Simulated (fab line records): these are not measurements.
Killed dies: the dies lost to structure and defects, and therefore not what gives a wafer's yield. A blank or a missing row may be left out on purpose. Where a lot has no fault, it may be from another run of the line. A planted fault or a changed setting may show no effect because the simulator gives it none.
fab line records ; flow sky130
[record] lots = 14; wafers = 42; lastDay = 48
route steps=708 shown SONOS_TUNNEL@161 GATE_OXIDE@200 POLY_GATE@204
lots that met no fault: taken from a fault-free run of the same line
startH: the number of hours between the record's first day and the start of the first shown wafer of the lot ; waitH: time in hours since the lot's previous step ; " identical to the entry in the row above ; L1.1+2: several wafers, shown together as one row ; - no value, or no start was given ; * or withheld: withheld ; < > ~ a bound
route shown NAME@n: a module of which the file shows steps, and the number in the route of the first ; usual: the fault-free wafers' mean and standard deviation ; same: alike in all rows ; chamber/n: place in a boat ; sites: readings site by site ; _std_site: the values' standard deviation ; _edge_site: inner sites' mean taken away from outer sites' mean ; radiusMm: for every site, how far away it sits from the centre of the wafer ; mask NAME#n: copy n ; behind: the last tool/chamber to shape the wafer ; hold: the reason the lot was held/the length of the hold in hours/how it ended ; device: whichever transistor did not switch (one of n, p or np) ; end of line: the same wafers' tests at the end of the route ; a step given without rows: its recipe and nothing more ; killed: count of dies lost to structure and defects at first sort (not the wafer's yield) ; map: a wafer's dies, x killed, . not, _ none there
set.NAME: the setting the step ran with; set.NAME@STEP: the setting that earlier step ran with ; model.NAME: the simulator's own value behind a step, which no gauge read
a sample of lots followed through the steps of the route, with each step as a table and each wafer as a row
services: from which hour (startH, from the record's first day; less than 0 if before it) a tool's chamber was out of use, for how many hours, and why
[[steps]]
[step SKY_SONOS_TUNNEL_CD_MEAS_07]
[recipe] targetCdNm = 410
[usual] cdNm = 409.9/2.1
lot.wafer;tool;chamber;startH;waitH;cdNm
L595.1;cdSem-01;-;243.68;0.1;408.6
L595.2;cdSem-01;-;243.68;0.1;407.5
L595.5;cdSem-01;-;243.68;0.1;406.0
L597.2;cdSem-02;-;263.50;0.1;410.5
L597.4;cdSem-02;-;263.50;0.1;412.9
L597.6;cdSem-02;-;263.50;0.1;410.8
L598.1;cdSem-02;-;270.69;0.1;408.2
L598.2;cdSem-02;-;270.69;0.1;407.1
L598.3;cdSem-02;-;270.69;0.1;407.8
L599.2;cdSem-02;-;275.76;0.1;407.6
L599.4;cdSem-02;-;275.76;0.1;409.0
L599.6;cdSem-02;-;275.76;0.1;409.5
L600.2;cdSem-02;-;279.50;0.1;408.6
L600.4;cdSem-02;-;279.50;0.1;409.3
L600.5;cdSem-02;-;279.50;0.1;408.6
L602.1;cdSem-01;-;299.78;0.1;405.3
L602.3;cdSem-01;-;299.78;0.1;406.4
L602.4;cdSem-01;-;299.78;0.1;406.8
L603.1;cdSem-01;-;303.38;0.1;408.3
L603.2;cdSem-01;-;303.38;0.1;409.0
L603.5;cdSem-01;-;303.38;0.1;409.6
L604.1;cdSem-01;-;308.78;0.1;412.1
L604.2;cdSem-01;-;308.78;0.1;414.2
L604.4;cdSem-01;-;308.78;0.1;415.2
L605.1;cdSem-02;-;322.98;0.1;411.1
L605.3;cdSem-02;-;322.98;0.1;409.0
L605.5;cdSem-02;-;322.98;0.1;410.2
L606.1;cdSem-01;-;333.89;0.1;409.2
L606.4;cdSem-01;-;333.89;0.1;408.5
L606.5;cdSem-01;-;333.89;0.1;408.5
L607.2;cdSem-01;-;340.36;0.1;408.8
L607.5;cdSem-01;-;340.36;0.1;410.3
L607.6;cdSem-01;-;340.36;0.1;411.9
L608.3;cdSem-02;-;346.82;0.1;413.0
L608.5;cdSem-02;-;346.82;0.1;411.7
L608.6;cdSem-02;-;346.82;0.1;410.1
L609.1;cdSem-01;-;356.68;0.1;408.4
L609.4;cdSem-01;-;356.68;0.1;408.6
L609.6;cdSem-01;-;356.68;0.1;410.0
L610.2;cdSem-01;-;361.90;0.1;407.2
L610.4;cdSem-01;-;361.90;0.1;408.7
L610.6;cdSem-01;-;361.90;0.1;409.3
[step SKY_SONOS_TUNNEL_TW_MEAS_12]
[usual] SONOS_TUNNEL_TW = 196.7/2.2
lot.wafer;tool;chamber;startH;waitH;SONOS_TUNNEL_TW
L595.1;filmMetro-04;-;244.26;0.0;199.7
L595.2;filmMetro-04;-;244.26;0.0;198.9
L595.5;filmMetro-04;-;244.26;0.0;199.2
L597.2;filmMetro-01;-;264.06;0.0;194.4
L597.4;filmMetro-01;-;264.06;0.0;194.6
L597.6;filmMetro-01;-;264.06;0.0;194.3
L598.1;filmMetro-04;-;271.26;0.0;199.6
L598.2;filmMetro-04;-;271.26;0.0;199.5
L598.3;filmMetro-04;-;271.26;0.0;199.8
L599.2;filmMetro-03;-;276.32;0.0;197.7
L599.4;filmMetro-03;-;276.32;0.0;197.6
L599.6;filmMetro-03;-;276.32;0.0;197.6
L600.2;filmMetro-01;-;280.06;0.0;195.5
L600.4;filmMetro-01;-;280.06;0.0;195.5
L600.5;filmMetro-01;-;280.06;0.0;195.5
L602.1;filmMetro-01;-;300.36;0.0;196.0
L602.3;filmMetro-01;-;300.36;0.0;195.6
L602.4;filmMetro-01;-;300.36;0.0;194.9
L603.1;filmMetro-03;-;303.95;0.0;196.9
L603.2;filmMetro-03;-;303.95;0.0;196.5
L603.5;filmMetro-03;-;303.95;0.0;196.3
L604.1;filmMetro-01;-;309.37;0.0;194.5
L604.2;filmMetro-01;-;309.37;0.0;194.3
L604.4;filmMetro-01;-;309.37;0.0;194.7
L605.1;filmMetro-01;-;323.55;0.0;195.5
L605.3;filmMetro-01;-;323.55;0.0;194.3
L605.5;filmMetro-01;-;323.55;0.0;195.3
L606.1;filmMetro-04;-;334.46;0.0;200.2
L606.4;filmMetro-04;-;334.46;0.0;200.3
L606.5;filmMetro-04;-;334.46;0.0;200.3
L607.2;filmMetro-04;-;340.92;0.0;199.4
L607.5;filmMetro-04;-;340.92;0.0;198.8
L607.6;filmMetro-04;-;340.92;0.0;199.1
L608.3;filmMetro-03;-;347.39;0.0;196.6
L608.5;filmMetro-03;-;347.39;0.0;197.1
L608.6;filmMetro-03;-;347.39;0.0;196.9
L609.1;filmMetro-04;-;357.25;0.0;199.7
L609.4;filmMetro-04;-;357.25;0.0;199.0
L609.6;filmMetro-04;-;357.25;0.0;199.9
L610.2;filmMetro-03;-;362.47;0.0;197.0
L610.4;filmMetro-03;-;362.47;0.0;199.0
L610.6;filmMetro-03;-;362.47;0.0;197.2
[step SKY_GATE_OXIDE_STRIP_13]
[recipe] chemistry = O2/N2; powerW = 1400; pressureMtorr = 1500; platenTempC = withheld; o2FlowSccm = 3000; n2FlowSccm = 300; overashFraction = 0.5
[usual] drypumpMotorCurrentA = 5.68/0.18; oesProductAu = 0.716/0.0043; stripTimeToEndpointS = 14.18/0.048
[same] overashFraction = 0.5
lot.wafer;tool;chamber;startH;waitH;drypumpMotorCurrentA;oesProductAu;rfHoursCounterH;stripTimeToEndpointS
L595.1;plasmaAsher-02;1;299.87;0.0;5.61;0.713;18;14.26
L595.2;plasmaAsher-02;0;299.87;0.0;5.64;0.715;18;14.23
L595.5;plasmaAsher-02;1;299.87;0.0;5.61;0.718;-;14.27
L597.2;plasmaAsher-01;0;320.50;0.0;5.97;0.711;62;14.17
L597.4;plasmaAsher-01;1;320.50;0.0;5.46;0.722;-;14.12
L597.6;plasmaAsher-01;0;320.50;0.0;5.95;0.721;-;14.17
L598.1;plasmaAsher-02;1;330.88;0.0;5.61;0.719;21;14.22
L598.2;plasmaAsher-02;0;330.88;0.0;5.66;0.718;21;14.21
L598.3;plasmaAsher-02;0;330.88;0.0;5.65;0.723;-;14.15
L600.2;plasmaAsher-01;0;337.08;0.0;5.94;0.718;64;14.21
L600.4;plasmaAsher-01;1;337.08;0.0;5.46;0.723;-;14.16
L600.5;plasmaAsher-01;1;337.08;0.0;5.47;0.712;-;14.20
L599.2;plasmaAsher-02;0;339.00;0.0;5.66;0.721;22;14.22
L599.4;plasmaAsher-02;0;339.00;0.0;5.68;0.712;-;14.23
L599.6;plasmaAsher-02;1;339.00;0.0;5.62;0.711;-;14.27
L602.1;plasmaAsher-02;1;365.20;0.0;5.62;0.716;25;14.13
L602.3;plasmaAsher-02;0;365.20;0.0;5.66;0.718;-;14.17
L602.4;plasmaAsher-02;1;365.20;0.0;5.62;0.724;-;14.17
L603.1;plasmaAsher-03;0;367.43;0.0;5.53;0.714;68;14.25
L603.2;plasmaAsher-03;1;367.43;0.0;5.90;0.729;68;14.23
L603.5;plasmaAsher-03;0;367.43;0.0;5.52;0.716;-;14.24
L604.1;plasmaAsher-01;0;372.88;0.0;5.94;0.710;67;14.28
L604.2;plasmaAsher-01;1;372.88;0.0;5.48;0.709;67;14.27
L604.4;plasmaAsher-01;1;372.88;0.0;5.47;0.715;-;14.25
L605.1;plasmaAsher-02;0;386.22;0.0;5.64;0.707;26;14.18
L605.3;plasmaAsher-02;1;386.22;0.0;5.66;0.721;-;14.16
L605.5;plasmaAsher-02;1;386.22;0.0;5.65;0.720;-;14.22
L606.1;plasmaAsher-03;0;398.21;0.0;5.52;0.718;72;14.16
L606.4;plasmaAsher-03;1;398.21;0.0;5.90;0.717;-;14.17
L606.5;plasmaAsher-03;1;398.21;0.0;5.89;0.719;-;14.14
L607.2;plasmaAsher-03;1;408.79;0.0;5.94;0.720;72;14.11
L607.5;plasmaAsher-03;0;408.79;0.0;5.53;0.718;-;14.12
L607.6;plasmaAsher-03;1;408.79;0.0;5.93;0.713;-;14.12
L608.3;plasmaAsher-02;0;412.26;0.0;5.65;0.714;-;14.15
L608.5;plasmaAsher-02;1;412.26;0.0;5.59;0.710;-;14.21
L608.6;plasmaAsher-02;0;412.26;0.0;5.65;0.715;-;14.16
L609.1;plasmaAsher-02;0;423.97;0.0;5.66;0.711;30;14.24
L609.4;plasmaAsher-02;1;423.97;0.0;5.59;0.721;-;14.24
L609.6;plasmaAsher-02;0;423.97;0.0;5.66;0.718;-;14.24
L610.2;plasmaAsher-01;1;427.80;0.0;5.46;0.715;72;14.15
L610.4;plasmaAsher-01;1;427.80;0.0;5.46;0.713;-;14.18
L610.6;plasmaAsher-01;1;427.80;0.0;5.47;0.714;-;14.18
[step SKY_POLY_GATE_CVD_00]
[recipe] material = poly-Si; targetThkNm = 180; tempC = 620; timeS = 720; pressureMtorr = 200
[usual] zonePowerBottomPct = 11.0/0.89
lot.wafer;tool;chamber;startH;waitH;zonePowerBottomPct
L595.1;lpcvd-01;1;301.61;0.0;10.4
L595.2;lpcvd-01;1;301.61;0.0;10.2
L595.5;lpcvd-01;1;301.61;0.0;10.3
L597.2;lpcvd-01;1;324.34;0.0;10.3
L597.4;lpcvd-01;1;324.34;0.0;10.4
L597.6;lpcvd-01;1;324.34;0.0;10.7
L598.1;lpcvd-01;1;332.62;0.0;10.2
L598.2;lpcvd-01;1;332.62;0.0;10.2
L598.3;lpcvd-01;1;332.62;0.0;10.3
L600.2;lpcvd-01;0;339.92;0.0;12.1
L600.4;lpcvd-01;0;339.92;0.0;12.0
L600.5;lpcvd-01;0;339.92;0.0;12.1
L599.2;lpcvd-01;1;342.71;0.0;10.4
L599.4;lpcvd-01;1;342.71;0.0;10.3
L599.6;lpcvd-01;1;342.71;0.0;10.3
L602.1;lpcvd-01;1;367.99;0.0;10.5
L602.3;lpcvd-01;1;367.99;0.0;10.2
L602.4;lpcvd-01;1;367.99;0.0;10.3
L603.1;lpcvd-01;0;370.93;0.0;12.1
L603.2;lpcvd-01;0;370.93;0.0;12.2
L603.5;lpcvd-01;0;370.93;0.0;12.3
L604.1;lpcvd-01;1;374.62;0.0;10.3
L604.2;lpcvd-01;1;374.62;0.0;10.4
L604.4;lpcvd-01;1;374.62;0.0;10.3
L605.1;lpcvd-01;0;389.14;0.0;12.3
L605.3;lpcvd-01;0;389.14;0.0;12.2
L605.5;lpcvd-01;0;389.14;0.0;12.2
L606.1;lpcvd-01;1;400.31;0.0;10.5
L606.4;lpcvd-01;1;400.31;0.0;10.3
L606.5;lpcvd-01;1;400.31;0.0;10.3
L607.2;lpcvd-01;0;410.53;0.0;12.1
L607.5;lpcvd-01;0;410.53;0.0;12.2
L607.6;lpcvd-01;0;410.53;0.0;12.3
L608.3;lpcvd-01;1;413.97;0.0;10.2
L608.5;lpcvd-01;1;413.97;0.0;10.4
L608.6;lpcvd-01;1;413.97;0.0;10.4
L609.1;lpcvd-01;0;426.89;0.0;12.1
L609.4;lpcvd-01;0;426.89;0.0;12.1
L609.6;lpcvd-01;0;426.89;0.0;12.2
L610.2;lpcvd-01;0;429.93;0.0;12.0
L610.4;lpcvd-01;0;429.93;0.0;12.0
L610.6;lpcvd-01;0;429.93;0.0;12.2
[step SKY_POLY_GATE_THK_MEAS_01]
[recipe] reads = poly-Si_of_POLY_GATE_CVD_00
[usual] POLY_GATE_CVD_00_THK = 180.4/1.8
lot.wafer;tool;chamber;startH;waitH;POLY_GATE_CVD_00_THK[nm]
L595.1;filmMetro-03;-;302.81;0.0;178.0
L595.2;filmMetro-03;-;302.81;0.0;178.5
L595.5;filmMetro-03;-;302.81;0.0;178.6
L597.2;filmMetro-03;-;325.55;0.0;181.5
L597.4;filmMetro-03;-;325.55;0.0;181.2
L597.6;filmMetro-03;-;325.55;0.0;182.8
L598.1;filmMetro-03;-;333.82;0.0;180.4
L598.2;filmMetro-03;-;333.82;0.0;181.2
L598.3;filmMetro-03;-;333.82;0.0;181.3
L600.2;filmMetro-01;-;341.13;0.0;182.4
L600.4;filmMetro-01;-;341.13;0.0;180.9
L600.5;filmMetro-01;-;341.13;0.0;181.0
L599.2;filmMetro-02;-;343.92;0.0;181.3
L599.4;filmMetro-02;-;343.92;0.0;181.3
L599.6;filmMetro-02;-;343.92;0.0;181.1
L602.1;filmMetro-03;-;369.19;0.0;181.1
L602.3;filmMetro-03;-;369.19;0.0;181.6
L602.4;filmMetro-03;-;369.19;0.0;181.3
L603.1;filmMetro-03;-;372.13;0.0;177.1
L603.2;filmMetro-03;-;372.13;0.0;177.2
L603.5;filmMetro-03;-;372.13;0.0;178.2
L604.1;filmMetro-01;-;375.82;0.0;182.7
L604.2;filmMetro-01;-;375.82;0.0;182.8
L604.4;filmMetro-01;-;375.82;0.0;181.6
L605.1;filmMetro-01;-;390.34;0.0;181.0
L605.3;filmMetro-01;-;390.34;0.0;181.1
L605.5;filmMetro-01;-;390.34;0.0;182.4
L606.1;filmMetro-01;-;402.11;0.0;181.4
L606.4;filmMetro-01;-;402.11;0.0;181.4
L606.5;filmMetro-01;-;402.11;0.0;179.9
L607.2;filmMetro-02;-;411.74;0.0;181.0
L607.5;filmMetro-02;-;411.74;0.0;181.2
L607.6;filmMetro-02;-;411.74;0.0;181.9
L608.3;filmMetro-03;-;415.79;0.0;182.1
L608.5;filmMetro-03;-;415.79;0.0;184.7
L608.6;filmMetro-03;-;415.79;0.0;182.3
L609.1;filmMetro-03;-;428.09;0.0;186.7
L609.4;filmMetro-03;-;428.09;0.0;187.4
L609.6;filmMetro-03;-;428.09;0.0;187.6
L610.2;filmMetro-03;-;431.14;0.0;186.5
L610.4;filmMetro-03;-;431.14;0.0;187.6
L610.6;filmMetro-03;-;431.14;0.0;185.8
[[services]]
tool;chamber;startH;hours;kind
plasmaAsher-01;-;298.93;6.8;repair
plasmaAsher-03;-;313.40;1.9;repair
plasmaAsher-01;-;357.99;0.5;repair
plasmaAsher-02;-;376.84;2.1;repair
plasmaAsher-01;-;415.83;0.4;repair
plasmaAsher-03;-;421.25;9.0;pm
plasmaAsher-03;0;421.25;9.0;ventCycle
plasmaAsher-03;1;421.25;9.0;ventCycle
plasmaAsher-03;-;427.01;0.8;repair
[[key]]
[firstSign] step = SKY_POLY_GATE_THK_MEAS_01; reading = POLY_GATE_CVD_00_THK; direction = up; sigmas = 3.6; usual = 180.4; struck = 186.9
effect none on later readings
metAt SKY_POLY_GATE_CVD_00
struckLots L609,L610
sortLeftOut L609.1,L609.4,L609.6
testerLeftOut L609,L610
notActingAt SKY_SONOS_TUNNEL_CD_MEAS_07,SKY_SONOS_TUNNEL_TW_MEAS_12,SKY_GATE_OXIDE_STRIP_13
onsetBetween 413.97 426.89
alsoFits time
[fault] kind = processParameterDrift; tool = lpcvd-01; chamber = -; onsetH = 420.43; steps = SKY_POLY_GATE_CVD_00; channel = targetThkNm; offset = 6.8184; shape = step; endH = 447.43; stated = 180
// testerLeftOut: of these lots the tester's yield and bins aren't shown, on N5 and GAA mostly nor the transistor test; their killed dies are dies lost to structure and defects alone, not to doping, threshold or leakage, so they don't give the yield
// sortLeftOut: the simulated sort isn't trusted on such a fault, so these wafers' sort isn't shown, and their yield isn't known
